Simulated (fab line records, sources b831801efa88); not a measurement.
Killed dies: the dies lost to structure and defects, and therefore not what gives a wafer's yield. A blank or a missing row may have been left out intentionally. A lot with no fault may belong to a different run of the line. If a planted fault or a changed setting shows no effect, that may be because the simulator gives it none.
A lot that was struck, set against a sound lot + flow sky130 + 15 steps out of a route of 708
Sound: wafers L782.1, L782.2, L782.5. Struck: wafers L796.1, L796.6. (L796.3 of the same lot was not struck and is left out.) The cause comes at the end.
For every step that has rows: the tool of each side, followed by ch and its chambers, followed by its first start. Under that, the readings that differ: sound wafers + struck wafers + difference of the means + sigmas: that difference in standard deviations of wafers without a fault.
alike: same words and numbers on both sides, and readings whose means sit less than 2 such deviations apart. not compared: any withheld reading, any reading some wafer has no value for, any bound like >300 that may hide the same value, and any number with overlapping values for which the record gives no deviation.
Wherever a step has rows on one side only, a row that says differs or no value, or a row with sigmas, the two part there. When numbers do not overlap yet have no deviation, they are printed without sigmas and do not part them. A reading that every wafer of one side lacks parts them only if that side has two wafers or more.

SKY_VIA2_STRIP_16: strips in O2/N2.
  sound on plasmaAsher-04 ch 0,1, day 36 20:22; struck on plasmaAsher-03 ch 0,1, day 41 11:05
  alike: drypumpMotorCurrentA, n2FlowSccm, oesProductAu, stripTimeToEndpointS
  not compared: rfHoursCounterH
then, 4 steps without rows for these wafers: SKY_VIA2_STRIP_17 (strips in post etch residue remover, time 1200 s); SKY_VIA2_CLEAN_18 (cleans in IPA, time 180 s); SKY_VIA2_CLEAN_19 (cleans in O3/DIW); SKY_VIA2_SPUTTER_20 (material TiN, target thk 20 nm, time 80 s).
SKY_VIA2_CVD_21: deposits W, target thk 420 nm, time 126.4 s.
  sound on cvdW-02 ch 0,1, day 36 21:02; struck on cvdW-02 ch 1, day 41 11:46
  alike: heaterPowerW
SKY_VIA2_RS_MEAS_22: a four-point-probe measurement.
  sound on filmMetro-01, day 36 21:10; struck on filmMetro-03, day 41 11:54
  alike: VIA2_W_RS
SKY_VIA2_THK_MEAS_23: measures by xrf.
  sound on filmMetro-01, day 36 21:17; struck on filmMetro-03, day 41 12:01
  alike: VIA2_W_THK
SKY_VIA2_CMP_24: polishes, stops on SiO2, t overpolish 20 s, target thk 0 nm.
  sound on cmp-01 ch 0,1, day 36 21:21; struck on cmp-01 ch 0,1, day 41 12:08
  alike: motorCurrentA, overpolishRunS, timeToEndpointS
then, 1 step without rows for these wafers: SKY_METAL3_SPUTTER_00 (material Ti, target thk 15 nm, time 10 s).
SKY_METAL3_SPUTTER_01: material TiN, target thk 20 nm, time 16.7 s.
  sound on pvdSputter-02, day 36 21:40; struck on pvdSputter-04, day 41 12:24
  alike: cathodeDcPowerW, throttleValvePct
then, 1 step without rows for these wafers: SKY_METAL3_SPUTTER_02 (material AlCu, target thk 735 nm, time 39.1 s).
SKY_METAL3_SPUTTER_03: material Ti, target thk 5 nm, time 3.3 s.
  sound on pvdSputter-02, day 36 21:44; struck on pvdSputter-04, day 41 12:28
| reading                                  | sound                | struck        | difference | sigmas      |
|------------------------------------------|----------------------|---------------|------------|-------------|
| cathodeDcPowerW (W)                      | 2999.0 2999.2 2999.6 | 2704.7 2704.8 | -294.5     | -99 or more |
| model.Ti_of_METAL3_SPUTTER_03.thkNm (nm) | 5.078 4.987 5.114    | 4.586 4.522   | -0.506     |             |
  alike: throttleValvePct
SKY_METAL3_SPUTTER_04: material TiN, target thk 70 nm, time 58.3 s.
  sound on pvdSputter-02, day 36 21:45; struck on pvdSputter-04, day 41 12:29
  alike: cathodeDcPowerW, throttleValvePct
-- the record jumps here: 8 days lie between the struck wafers' starts before and after (it left off in module METAL3 and takes up again in module PAD_OPEN, whose first step shown is number 708 of the route) --
SKY_PAD_OPEN_PROBE_99:
  record: rows for the struck wafers here (prober-01, day 49 19:28), none for the sound ones

WHERE THEY PART
Earliest at SKY_METAL3_SPUTTER_03; latest, in this record, at SKY_PAD_OPEN_PROBE_99.

WHY: whatever the simulator had introduced
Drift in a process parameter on pvdSputter-04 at SKY_METAL3_SPUTTER_03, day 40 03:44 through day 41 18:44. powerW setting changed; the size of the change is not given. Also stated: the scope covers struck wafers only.
